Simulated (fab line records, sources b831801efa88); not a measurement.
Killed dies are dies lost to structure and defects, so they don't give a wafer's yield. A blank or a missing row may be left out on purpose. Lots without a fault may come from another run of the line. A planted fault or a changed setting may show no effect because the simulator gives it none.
Which tool did it? | flow sfq_line | 16 lots, 48 wafers sampled, at 3 steps of a route of 325

WHAT THE GAUGES READ, wafer by wafer
SFQ_C5_OVL_MEAS_937. Usual: C5_OVL 0 nm, standard deviation 5.1.
lot  | measured     | on         | C5_OVL (nm) | flag
L690 | day 76 22:38 | overlay-02 | 17 10 13    |
L691 | day 76 23:50 | overlay-02 | 3 5 5       |
L692 | day 77 07:34 | overlay-01 | 4 5 0       |
L693 | day 77 08:46 | overlay-01 | -4 1 0      |
L694 | day 77 12:22 | overlay-01 | 6 4 2       |
L697 | day 78 14:44 | overlay-01 | 8 1 5       |
L699 | day 79 01:31 | overlay-02 | 0 3 -2      |
L700 | day 79 13:36 | overlay-02 | 1 1 2       |
L701 | day 79 23:59 | overlay-02 | 1 -2 -3     |
L702 | day 80 02:22 | overlay-02 | 2 -1 -6     |
L705 | day 81 09:56 | overlay-01 | 3 -6 -3     |
L706 | day 81 18:20 | overlay-01 | 4 -3 -2     |
L707 | day 81 21:56 | overlay-01 | -11 -2 -6   |
L709 | day 82 15:28 | overlay-01 | -2 -11 -7   |
L710 | day 84 16:48 | overlay-01 | -6 -6 -8    |
L713 | day 86 03:50 | overlay-02 | -4 1 3      |

SFQ_I6_BOW_MEAS_941. Usual: I6_BOW 8 um, standard deviation 11.
lot  | measured     | on            | I6_BOW (um) | flag
L690 | day 77 22:43 | film_metro-03 | 2 18 4      |
L691 | day 78 01:43 | film_metro-01 | 2 -1 6      |
L692 | day 78 04:43 | film_metro-01 | 18 10 7     |
L693 | day 78 06:43 | film_metro-03 | 9 -3 -3     |
L694 | day 78 12:44 | film_metro-01 | 0 1 -1      |
L697 | day 79 06:44 | film_metro-03 | 20 13 12    |
L699 | day 79 11:49 | film_metro-03 | 28 19 8     |
L700 | day 79 22:25 | film_metro-03 | -6 -6 -10   |
L701 | day 80 09:29 | film_metro-02 | 2 13 4      |
L702 | day 80 11:50 | film_metro-01 | -6 -6 -4    |
L705 | day 81 21:13 | film_metro-03 | 22 17 15    |
L706 | day 82 09:14 | film_metro-01 | 6 10 0      |
L707 | day 83 00:34 | film_metro-01 | 9 12 9      |
L709 | day 83 03:32 | film_metro-02 | 11 -6 1     |
L710 | day 85 00:33 | film_metro-02 | 23 18 13    |
L713 | day 86 14:07 | film_metro-02 | 4 -2 13     |

WHICH TOOL RAN EACH LOT (tool, then ch and the chambers of the sampled wafers, then the start)
lot  | SFQ_TRILAYER_I6_CMP_CMP_166
L690 | cmp-02 ch 0,1, day 77 19:43
L691 | cmp-02 ch 1,2,3, day 77 23:13
L692 | cmp-02 ch 1,2,3, day 78 02:43
L693 | cmp-01 ch 0,2, day 78 03:42
L694 | cmp-01 ch 0,1,2, day 78 09:42
L697 | cmp-01 ch 0,1,3, day 79 04:42
L699 | cmp-02 ch 1,2,3, day 79 09:19
L700 | cmp-01 ch 1,2, day 79 19:52
L701 | cmp-02 ch 2,3, day 80 06:27
L702 | cmp-01 ch 1,2,3, day 80 08:50
L705 | cmp-02 ch 0,1,2, day 81 18:11
L706 | cmp-02 ch 0,1, day 82 06:11
L707 | cmp-01 ch 0,1,3, day 82 22:01
L709 | cmp-01 ch 0,1,2, day 83 02:01
L710 | cmp-02 ch 1,2, day 84 21:31
L713 | cmp-01 ch 1,2,3, day 86 12:07
- SFQ_TRILAYER_I6_CMP_CMP_166: polishes SiO2.

WHAT THE TOOLS THEMSELVES READ (means of the sampled wafers that have a number; where no wafer has one, the mark that the record gives instead)
SFQ_TRILAYER_I6_CMP_CMP_166. Usual: motor_current_A 10.5 A, standard deviation 1; time_to_endpoint_s 213 s, standard deviation 6.
lot  | tool   | motor_current_A (A) | time_to_endpoint_s (s) | flag
L690 | cmp-02 | 9.8                 | 215                    |
L691 | cmp-02 | 10.9                | 208                    |
L692 | cmp-02 | 10.9                | 214                    |
L693 | cmp-01 | 10.7                | 220                    |
L694 | cmp-01 | 11.0                | 216                    |
L697 | cmp-01 | 10.2                | 210                    |
L699 | cmp-02 | 11.2                | 207                    |
L700 | cmp-01 | 11.7                | 214                    |
L701 | cmp-02 | 11.0                | 222                    |
L702 | cmp-01 | 10.8                | 213                    |
L705 | cmp-02 | 9.8                 | 211                    |
L706 | cmp-02 | 9.4                 | 205                    |
L707 | cmp-01 | 10.1                | 213                    |
L709 | cmp-01 | 10.7                | 214                    |
L710 | cmp-02 | 10.6                | 216                    |
L713 | cmp-01 | 10.7                | 219                    |

THE ANSWER, worked out from the rows above alone
Rule: a lot is off if the mean of its wafers that have a number lies more than 3 standard deviations from the usual mean. A lot without any number at a reading at which 4 lots or more have one is off too. The other lots that the step has rows for count as sound. The gauges are gone through in route order, then the tools' own readings, and for those a lot's mean is taken as printed above. The first step at which some lot is off is used, and at that step the reading that is off furthest; a lot without a number counts as furthest.
No lot is off at any reading shown: from this, nothing can be told.

WHAT THE SIMULATOR HAD PUT IN
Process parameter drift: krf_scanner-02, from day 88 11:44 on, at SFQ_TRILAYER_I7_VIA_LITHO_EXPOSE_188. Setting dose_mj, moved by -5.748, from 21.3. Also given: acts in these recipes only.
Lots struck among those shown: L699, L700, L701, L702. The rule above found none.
